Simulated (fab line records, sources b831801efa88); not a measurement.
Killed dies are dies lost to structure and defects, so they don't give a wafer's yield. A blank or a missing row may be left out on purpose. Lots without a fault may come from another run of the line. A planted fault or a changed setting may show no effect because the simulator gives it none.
One fault seen from 2 desks | flow gf180mcu | each desk has only its own numbers; what lay behind them comes last

THE TOOL OWNER'S DESK: implanter-01
The tool's own readings at GF_NSD_IMPLANT_09: means of the sampled wafers that have a number, for each lot that ran on this tool. A lot is out of limits, marked OUT, if its mean lies more than 4 standard deviations from the usual mean; the brackets give that distance.
Columns: A = beam_on_s at GF_NSD_IMPLANT_09, usual 18.8 s; B = dose_ions_cm2 at GF_NSD_IMPLANT_09, usual 4.001e+15; C = end_station_pressure_torr at GF_NSD_IMPLANT_09, usual 1.31e-05 Torr; D = faraday_current_uA at GF_NSD_IMPLANT_09, usual 11928
lot  | first seen here | A    | B                           | C        | D
L106 | day 14 20:59    | 18.2 | 4.003e+15                   | 1.24e-05 | 12061
L108 | day 15 14:59    | 18.6 | 4.002e+15                   | 1.28e-05 | 11748
L110 | day 15 23:12    | 10.1 | 3.980e+14 (-99 or more) OUT | 6.63e-06 | 2204 (-5.7) OUT
L111 | day 16 11:51    | 9.9  | 4.050e+14 (-99 or more) OUT | 6.80e-06 | 2248 (-5.7) OUT
This desk's finding: out of limits on L110, L111; first on L110, day 15 23:12 (dose_ions_cm2 at GF_NSD_IMPLANT_09). In limits: L106, L108.

THE METROLOGY DESK
What the gauges read, lot by lot, whatever tool the lot ran on: means of the sampled wafers that have a number. A lot is out of limits, marked OUT, if its mean lies more than 4 standard deviations from the usual mean; the brackets give that distance.
Columns: A = HV_LDD_OVL at GF_HV_LDD_OVL_MEAS_08, usual 1.5 nm; B = HV_LDD_02_OVL at GF_HV_LDD_OVL_MEAS_32, usual 1.1 nm; C = cd_nm at GF_HV_LDD_CD_MEAS_46, usual 398.9 nm; D = NSD_TW at GF_NSD_TW_MEAS_12, usual 4249; E = NSD_RS at GF_PSD_RS_MEAS_14, usual 46.14 ohm/sq
lot  | first seen here | A    | B    | C     | D               | E
L105 | day 11 02:32    | 1.3  | 2.2  | 399.3 | 4305            | 46.11
L106 | day 11 09:36    | 1.9  | -0.2 | 397.0 | 4269            | 46.12
L107 | day 11 13:52    | -0.5 | -0.9 | 398.2 | 4211            | 46.14
L108 | day 12 01:20    | 2.1  | 0.7  | 397.1 | 4283            | 46.18
L109 | day 12 04:23    | 0.6  | 2.0  | 398.2 | 4213            | 46.22
L110 | day 12 07:38    | 1.0  | -0.1 | 393.5 | 3830 (-10) OUT  | 94.45 (+99 or more) OUT
L111 | day 12 18:44    | 2.1  | 0.9  | 400.7 | 3870 (-9.0) OUT | 97.02 (+99 or more) OUT
L119 | day 15 03:26    | 1.2  | 3.2  | 400.0 | 4293            | 46.15
L122 | day 16 06:29    | 3.4  | 3.4  | 400.1 | 4219            | 46.03
L123 | day 16 07:44    | 0.2  | 1.6  | 397.2 | 4298            | 46.11
L125 | day 17 08:59    | 1.1  | -0.2 | 397.0 | 4194            | 46.14
This desk's finding: out of limits on L110, L111; first on L110, day 15 23:35 (NSD_TW at GF_NSD_TW_MEAS_12). In limits: L105, L106, L107, L108, L109, L119, L122, L123, L125.

PUT TOGETHER
The tool owner's desk could have raised an alarm at day 15 23:12, on L110, L111.
The metrology desk could have raised an alarm at day 15 23:35, on L110, L111.
Of the lots named, all ran GF_NSD_IMPLANT_09 on implanter-01.

WHAT THE SIMULATOR HAD PUT IN
Process parameter drift: implanter-01, from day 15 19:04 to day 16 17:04, at GF_NSD_IMPLANT_09. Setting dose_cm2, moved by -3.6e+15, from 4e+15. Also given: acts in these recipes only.
Lots struck among those shown: L110, L111.
Hours from the fault's start to each desk's first reading out of limits: the tool owner's desk, 4; the metrology desk, 5.
